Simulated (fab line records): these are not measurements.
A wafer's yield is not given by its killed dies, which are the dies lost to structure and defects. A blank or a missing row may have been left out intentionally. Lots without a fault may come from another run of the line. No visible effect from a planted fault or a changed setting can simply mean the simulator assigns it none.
Matching of chambers -- flow sfqLine -- 4 sister chambers for SFQ_TRILAYER_I4_CMP_CMP_100 on cmp-01
The step polishes SiO2. 4 wafers are shown with their chamber, then 9 later ones without.

## WAFERS, EACH WITH ITS CHAMBER
wafer,chamber,motorCurrentA (A)
L929.4,2,9.5
L931.1,1,10.3
L931.3,0,10.0
L931.5,3,9.6

## WAFERS WITH NO CHAMBER GIVEN
wafer,motorCurrentA (A)
L934.3,9.9
L934.1,9.5
L934.6,9.4
L935.1,10.0
L935.3,9.9
L935.5,10.3
L937.1,10.3
L937.3,9.8
L937.6,9.5

## THE CHAMBER EACH PASSED THROUGH
wafer,from the rows above,in truth
L934.3,0,0
L934.1,can't be placed: 2 or 3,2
L934.6,can't be placed: 2 or 3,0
L935.1,0,0
L935.3,0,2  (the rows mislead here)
L935.5,1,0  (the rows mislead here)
L937.1,1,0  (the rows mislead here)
L937.3,can't be placed: 0 or 3 or 2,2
L937.6,can't be placed: 2 or 3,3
2 of 9 placed correctly. These rows do not allow placing 4 (true chamber among the candidates in 3). Wrongly placed: 3.
How it was worked out, from the rows above alone: a wafer's distance from a chamber is the root of the sum, over the readings, of the square of ((its reading less the chamber's mean) divided by the reading's scatter). The wafer belongs to the nearest chamber; if the next one is less than 2 further off, it can't be placed. For every chamber, the mean is computed from those of its wafers that are shown. The scatter (one wafer shown for each chamber): square how far every hidden wafer sits from the nearest shown wafer, average those squares and take the square root.
